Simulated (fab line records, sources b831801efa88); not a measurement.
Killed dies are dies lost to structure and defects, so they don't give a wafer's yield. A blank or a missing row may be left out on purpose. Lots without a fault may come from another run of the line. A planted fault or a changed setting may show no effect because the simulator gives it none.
A struck lot beside a sound one | flow sky130 | 15 steps out of a route of 708
Sound: wafers L201.1, L201.5, L201.6. Struck: wafer L208.2. (L208.3, L208.4 of the same lot were not struck and are left out.) The cause comes at the end.
At each step with rows: each side's tool, then ch and its chambers, then its first start. Under that, the readings that differ: sound wafers | struck wafers | difference of the means | sigmas: that difference in standard deviations of wafers without a fault.
alike: readings whose means differ by less than 2 such deviations, and words and numbers that are the same on both sides. not compared: withheld readings, readings that some wafer has no value for, bounds like >300 that may hide the same value, and numbers for which the record gives no deviation and whose values overlap.
The two part at a step that has a row with sigmas, a row that says differs or no value, or rows on one side only. Numbers that don't overlap but have no deviation are shown without sigmas and don't part them. A reading that every wafer of one side lacks parts them only if that side has two wafers or more.

first, 1 step without rows for these wafers: SKY_VIA3_ETCH_14 (etches BARC in N2/H2, stops on SiO2, time 45.9 s, target depth 60 nm).
SKY_VIA3_ETCH_15: etches SiO2 in C4F8/O2/Ar, stops on TiN, target depth 507 nm, time 78 s.
  sound on rie_diel-02 ch 0,1, day 43 13:32; struck on rie_diel-02 ch 0, day 44 12:31
  alike: oes_product_au
  not compared: rf_hours_counter_h
then, 4 steps without rows for these wafers: SKY_VIA3_STRIP_16 (strips in O2/N2); SKY_VIA3_STRIP_17 (strips in post etch residue remover, time 1200 s); SKY_VIA3_CLEAN_18 (cleans in IPA, time 180 s); SKY_VIA3_CLEAN_19 (cleans in O3/DIW).
SKY_VIA3_SPUTTER_20: material TiN, target thk 20 nm, time 80 s.
  sound on pvd_sputter-03, day 43 14:17; struck on pvd_sputter-02, day 44 13:12
  reading                | sound          | struck | difference | sigmas
  throttle_valve_pct (%) | 30.4 30.2 31.8 | 29.0   | -1.8       | -2
  alike: chamber_pressure_pa
SKY_VIA3_CVD_21: deposits W, target thk 390 nm, time 117.31 s.
  sound on cvd_w-01 ch 0,1, day 43 14:20; struck on cvd_w-02 ch 0, day 44 13:16
  alike: heater_power_w, susceptor_temp_C
  not compared: since_wet_clean_h
SKY_VIA3_RS_MEAS_22: measures by four-point-probe.
  sound on film_metro-01, day 43 14:28; struck on film_metro-04, day 44 13:25
  reading            | sound             | struck | difference | sigmas
  VIA3_W_RS (ohm/sq) | 0.287 0.298 0.287 | 0.300  | +0.009     | +2
SKY_VIA3_THK_MEAS_23: measures by xrf.
  sound on film_metro-01, day 43 14:35; struck on film_metro-04, day 44 13:31
  alike: VIA3_W_THK
SKY_VIA3_CMP_24: polishes, stops on SiO2, t overpolish 20 s, target thk 0 nm.
  sound on cmp-02 ch 0,1,2, day 43 14:45; struck on cmp-02 ch 0, day 44 13:34
  alike: edge_zone_pressure_frac, motor_current_A, overpolish_run_s, slurry_flow_ml_min, time_to_endpoint_s
SKY_METAL4_SPUTTER_00: material Ti, target thk 15 nm, time 10 s.
  sound on pvd_sputter-02, day 43 14:57; struck on pvd_sputter-02, day 44 13:52
  alike: chamber_pressure_pa, throttle_valve_pct
SKY_METAL4_SPUTTER_01: material TiN, target thk 20 nm, time 16.7 s.
  sound on pvd_sputter-02, day 43 14:58; struck on pvd_sputter-02, day 44 13:53
  reading                                    | sound             | struck | difference | sigmas
  model.TiN_of_METAL4_SPUTTER_01.thk_nm (nm) | 19.71 19.91 19.94 | 29.52  | +9.67      |
  alike: chamber_pressure_pa, throttle_valve_pct
then, 1 step without rows for these wafers: SKY_METAL4_SPUTTER_02 (material AlCu, target thk 735 nm, time 39.1 s).
-- the record jumps here: 5 days lie between the struck wafers' starts before and after (it left off in module METAL4 and takes up again in module PAD_OPEN, whose first step shown is number 708 of the route) --
SKY_PAD_OPEN_PROBE_99:
  sound on prober-02, day 49 03:23; struck on prober-02, day 49 20:36
  alike: defect_limited_yield, killed_at_M0_to_M3, killed_at_M4_up, killed_at_contacts, killed_at_front_end, killed_at_other, killed_dies, killed_on_rim, killed_open, killed_short, sort_bin_3_pad_short, sort_bin_5_function, sort_bin_6_memory, sort_n_pass, sort_yield_pct

WHERE THEY PART
First at SKY_VIA3_SPUTTER_20; last, within this record, at SKY_VIA3_RS_MEAS_22. Later steps at which nothing parts them and some readings are alike: SKY_VIA3_THK_MEAS_23, SKY_VIA3_CMP_24, SKY_METAL4_SPUTTER_00, SKY_METAL4_SPUTTER_01, SKY_PAD_OPEN_PROBE_99.

WHY: what the simulator had put in
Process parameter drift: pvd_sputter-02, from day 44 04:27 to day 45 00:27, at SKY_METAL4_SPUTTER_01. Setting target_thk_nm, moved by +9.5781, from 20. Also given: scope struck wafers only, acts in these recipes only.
